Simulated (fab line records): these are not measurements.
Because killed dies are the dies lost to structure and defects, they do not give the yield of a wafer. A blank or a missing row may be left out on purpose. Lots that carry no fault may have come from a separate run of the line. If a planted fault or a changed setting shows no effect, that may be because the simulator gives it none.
Comparing a struck lot with a sound one | flow sky130 | 14 steps out of a route of 708
Sound: these wafers, L302.2, L302.4, L302.5. Wafers struck: L299.3, L299.4, L299.5. The cause is given at the end.
For every step that has rows: the tool of each side, followed by ch and its chambers, followed by its first start. Under that, the readings that differ: sound wafers | struck wafers | difference of the means | sigmas: that difference in standard deviations of wafers without a fault.
alike: readings whose means differ by less than 2 such deviations, and words and numbers that are the same on both sides. not compared: withheld readings, readings that some wafer has no value for, bounds like >300 that may hide the same value, and numbers for which the record gives no deviation and whose values overlap.
Wherever a step has rows on one side only, a row that says differs or no value, or a row with sigmas, the two part there. Non-overlapping numbers with no deviation appear without sigmas and do not part them. A reading missing from all wafers of one side parts the sides only when that side holds two or more wafers.

first, 3 steps without rows for these wafers: SKY_POLY_CUT_EXPOSE_05 (exposes mask NPCM, target cd 270 nm); SKY_POLY_CUT_PEB_06; SKY_POLY_CUT_DEVELOP_07 (develop time 60 s).
SKY_POLY_CUT_CD_MEAS_08 targets a cd of 270 nm.
  struck on cd sem-01, day 30 01:08; sound on cd sem-01, day 30 23:31
  alike: cd nm
SKY_POLY_CUT_OVL_MEAS_09:
  struck on overlay-01, day 30 01:14; sound on overlay-01, day 30 23:38
  alike: POLY_CUT_OVL
SKY_POLY_CUT_ETCH_10: etches BARC in N2/H2, stops on SiO2, time 45.9 s, target depth 60 nm.
  sound on rie diel-02 ch 2,3, day 30 23:40; struck on rie diel-02 ch 0,1,2, day 30 01:16
  alike: drypump motor current A, oes product au, throttle valve pct
  not compared: rf hours counter h
SKY_POLY_CUT_ETCH_11: etches Si3N4 in CF4/CH2F2/Ar, stops on poly-Si, time 42.5 s, target depth 60 nm.
  sound on rie diel-02 ch 2,3, day 30 23:42; struck on rie diel-02 ch 0,1,2, day 30 01:18
  alike: drypump motor current A, oes product au, throttle valve pct
  not compared: rf hours counter h
SKY_POLY_CUT_STRIP_12: strips in O2/N2.
  sound on plasma asher-01 ch 0,1, day 30 23:44; struck on plasma asher-04 ch 0,1, day 30 01:23
  alike: drypump motor current A, oes product au, strip time to endpoint s
  not compared: rf hours counter h
then, 4 steps without rows for these wafers: SKY_SD_P_DEHYDRATE_00 (time 60 s); SKY_SD_P_HMDS_01 (prime time 60 s); SKY_SD_P_COAT_02 (resist thk 1140 nm); SKY_SD_P_SOFTBAKE_03 (time 60 s).
SKY_SD_P_EXPOSE_04: exposes mask PSDM, target cd 380 nm.
  struck on iline stepper-01, day 30 15:49; sound on iline stepper-01 ch 0, day 31 13:37
  no value came back on the struck wafers for exposure dose mJ cm2, focus offset nm (nm); on the sound wafers exposure dose mJ cm2 reads 138.20 138.13 138.24
  alike: mask
then, 1 step without rows for these wafers: SKY_SD_P_PEB_05.

WHERE THEY PART
Only at SKY_SD_P_EXPOSE_04, as far as this record shows.

WHY: the cause the simulator had injected
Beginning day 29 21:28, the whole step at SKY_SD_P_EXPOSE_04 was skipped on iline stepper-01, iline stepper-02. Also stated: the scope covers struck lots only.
